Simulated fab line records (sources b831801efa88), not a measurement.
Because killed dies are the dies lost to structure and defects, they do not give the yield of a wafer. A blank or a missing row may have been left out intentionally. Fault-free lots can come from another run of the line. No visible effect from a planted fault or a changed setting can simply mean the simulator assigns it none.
8D (eight disciplines) problem report, filled in by code + flow gf180mcu + the parts of the form that need people (team, actions taken, sign-off) are left out

== 1. THE PROBLEM ==
run_length_s at GF_SAB_WET_ETCH_12 reads a mean of 512 s on 3 wafers of 1 lot; wafers without a fault read 468 s with a standard deviation of 3.2. Measured from the usual mean, that is +14 standard deviations.
The step: etches SiO2 in dHF, target depth 22 nm, time 440 s.
Earliest sighting: wafer L871.3 on wet_bench-04 at day 21 09:35. At this step, 15 wafers from 5 lots have a number in the record. Rule for "out" (also "out of limits"): further than 4 standard deviations from the usual mean. The rest of the wafers with a number are treated as sound.

== 2. WHAT THIS IS AND IS NOT ==
| question                    | is                     | is not                                                                   |
|-----------------------------|------------------------|--------------------------------------------------------------------------|
| which readings at this step | run_length_s           | -                                                                        |
| which lots                  | L871                   | L859, L863, L877, L878                                                   |
| which wafers of those lots  | all that have a number | -                                                                        |
| read on which tools         | wet_bench-04           | wet_bench-03                                                             |
| when                        | from day 21 09:35      | up to then (6 sound wafers); but 6 sound wafers of L877, L878 came after |

== 3. SUSPECTS, AND WHAT RULES EACH OUT ==
Counting: any tool at a process step up to the reading is kept as a suspect provided that every lot that is out went through it and no sound lot did after the first of them.
- pecvd-01 at GF_SAB_CVD_00 (deposits SiO2 from TEOS, target thk 50 nm, time 4.9302 s): kept. It ran the lot that is out, L871 (day 20 09:38), and no sound lot after that; its last sound lot up to then is L863 (day 17 04:17).
- rie_diel-03 at GF_SAB_ETCH_11 (etches SiO2 in C4F8/O2/Ar, target depth 55 nm, time 8.5 s): ruled out as a lasting fault. After its first lot that is out, L871 (day 21 09:34), sound lots L878 ran on it.
- wet_bench-04 at GF_SAB_WET_ETCH_12 (etches SiO2 in dHF, target depth 22 nm, time 440 s): kept. It ran the lot that is out, L871 (day 21 09:35), and no sound lot after that; its last sound lot up to then is L859 (day 16 07:20). On those wafers its own readings are out: run_length_s.
Left after counting: pecvd-01 at GF_SAB_CVD_00, wet_bench-04 at GF_SAB_WET_ETCH_12.

== 4. THE CAUSE (what the simulator had put in) ==
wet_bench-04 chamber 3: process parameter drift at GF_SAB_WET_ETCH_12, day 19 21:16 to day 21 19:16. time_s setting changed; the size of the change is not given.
After counting, 2 suspects remain, this tool included.

== 5. SEQUENCE OF EFFECTS, ordered by route ==
Rows list readings where the struck wafers' mean (over those with a number) sits beyond 3 standard deviations from the usual. Only readings for which the record gives a usual standard deviation are gone through. hours: the time from each lot's start at the first step in this table that gives one to its start at this step, as a median over the lots. sigmas: the change in usual standard deviations.
| hours | step               | reading      | usual | on struck wafers | change | sigmas |
|-------|--------------------|--------------|-------|------------------|--------|--------|
| 0     | GF_SAB_WET_ETCH_12 | run_length_s | 468 s | 512              | +44    | +14    |
Its process steps:
- GF_SAB_WET_ETCH_12: etches SiO2 in dHF, target depth 22 nm, time 440 s.

== 6. WHAT WOULD HAVE CAUGHT IT SOONER ==
In this record no reading fell out of limits until day 21 09:35, 36 hours after the fault had begun at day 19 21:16.
